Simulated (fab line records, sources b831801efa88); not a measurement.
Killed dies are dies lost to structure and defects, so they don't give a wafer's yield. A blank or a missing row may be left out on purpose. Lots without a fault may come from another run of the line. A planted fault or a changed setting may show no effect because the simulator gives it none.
Which tool did it? | flow sky130 | 11 lots, 33 wafers sampled, at 4 steps of a route of 708

WHAT THE GAUGES READ, wafer by wafer
SKY_VT_ADJUST_LVTN_TW_MEAS_10.
lot  | measured     | on            | VT_ADJUST_LVTN_TW
L697 | day 6 16:31  | film_metro-04 | 243.5 244.5 244.5
L698 | day 7 15:47  | film_metro-01 | 245.9 246.8 246.0
L701 | day 7 23:35  | film_metro-04 | 300.4 300.1 299.6
L702 | day 8 05:09  | film_metro-02 | 298.0 299.8 299.6
L704 | day 8 16:17  | film_metro-01 | 246.9 245.1 247.7
L709 | day 10 01:35 | film_metro-04 | 299.6 300.2 301.3
L713 | day 11 20:19 | film_metro-01 | 246.1 245.7 245.1
L712 | day 11 20:40 | film_metro-01 | 247.6 246.9 245.2
L714 | day 11 22:21 | film_metro-01 | 246.2 246.1 246.1
L716 | day 12 03:29 | film_metro-02 | 243.3 244.0 243.5
L717 | day 12 07:59 | film_metro-04 | 240.6 241.3 242.3

WHICH TOOL RAN EACH LOT (tool, then ch and the chambers of the sampled wafers, then the start)
lot  | SKY_NWELL_STRIP_25                   | SKY_VT_ADJUST_LVTN_IMPLANT_08   | SKY_VT_ADJUST_LVTN_STRIP_09
L697 | plasma_asher-04 ch 1, day 5 03:38    | implanter-04 ch 0, day 6 16:16  | plasma_asher-03 ch 0,1, day 6 16:24
L698 | plasma_asher-03 ch 0,1, day 6 01:46  | implanter-01 ch 0, day 7 15:34  | plasma_asher-04 ch 0,1, day 7 15:43
L701 | plasma_asher-04 ch 0,1, day 6 08:05  | implanter-02 ch 0, day 7 23:01  | plasma_asher-04 ch 0,1, day 7 23:29
L702 | plasma_asher-04 ch 0,1, day 6 12:08  | implanter-01 ch 0, day 8 04:36  | plasma_asher-04 ch 0,1, day 8 05:02
L704 | plasma_asher-04 ch 0,1, day 7 00:01  | implanter-01 ch 0, day 8 16:03  | plasma_asher-02 ch 0,1, day 8 16:10
L709 | plasma_asher-03 ch 0, day 8 05:12    | implanter-01 ch 0, day 10 00:58 | plasma_asher-04 ch 0,1, day 10 01:29
L713 | plasma_asher-03 ch 0,1, day 9 22:11  | implanter-02 ch 0, day 11 20:04 | plasma_asher-02 ch 0,1, day 11 20:13
L712 | plasma_asher-04 ch 0,1, day 9 23:11  | implanter-04 ch 0, day 11 20:25 | plasma_asher-04 ch 0,1, day 11 20:34
L714 | plasma_asher-04 ch 0,1, day 10 00:34 | implanter-04 ch 0, day 11 22:09 | plasma_asher-04 ch 0,1, day 11 22:16
L716 | plasma_asher-03 ch 0,1, day 10 06:43 | implanter-02 ch 0, day 12 03:14 | plasma_asher-04 ch 0,1, day 12 03:23
L717 | plasma_asher-03 ch 0,1, day 10 08:55 | implanter-02 ch 0, day 12 07:46 | plasma_asher-03 ch 0,1, day 12 07:55
- SKY_NWELL_STRIP_25: strips in O2/N2.
- SKY_VT_ADJUST_LVTN_IMPLANT_08
- SKY_VT_ADJUST_LVTN_STRIP_09: strips in O2/N2.

THE ANSWER, worked out from the rows above alone
Rule: what is usual is taken from the lots themselves. Put in order of their means at a reading, lots are off if they are a third of the lots or fewer, leave a main group of 4 or more, and stand apart from it by a gap of 3 or more times the standard deviation of the main group's means; of several such gaps the widest counts. A main group whose means are all the same, to the digits that the tables above print for the reading, isn't used. A lot without any number at a reading at which 4 lots or more have one is off too. The other lots that the step has rows for count as sound.
Off: L701, L702, L709, at SKY_VT_ADJUST_LVTN_TW_MEAS_10 (VT_ADJUST_LVTN_TW). The main group: mean 245.0, standard deviation 1.7.
A tool fits if, at a process step before that reading, it ran every lot that is off, and no sound lot after the first of them. The gauges at SKY_VT_ADJUST_LVTN_TW_MEAS_10 are tried like those tools. None of those tried fits.

WHAT THE SIMULATOR HAD PUT IN
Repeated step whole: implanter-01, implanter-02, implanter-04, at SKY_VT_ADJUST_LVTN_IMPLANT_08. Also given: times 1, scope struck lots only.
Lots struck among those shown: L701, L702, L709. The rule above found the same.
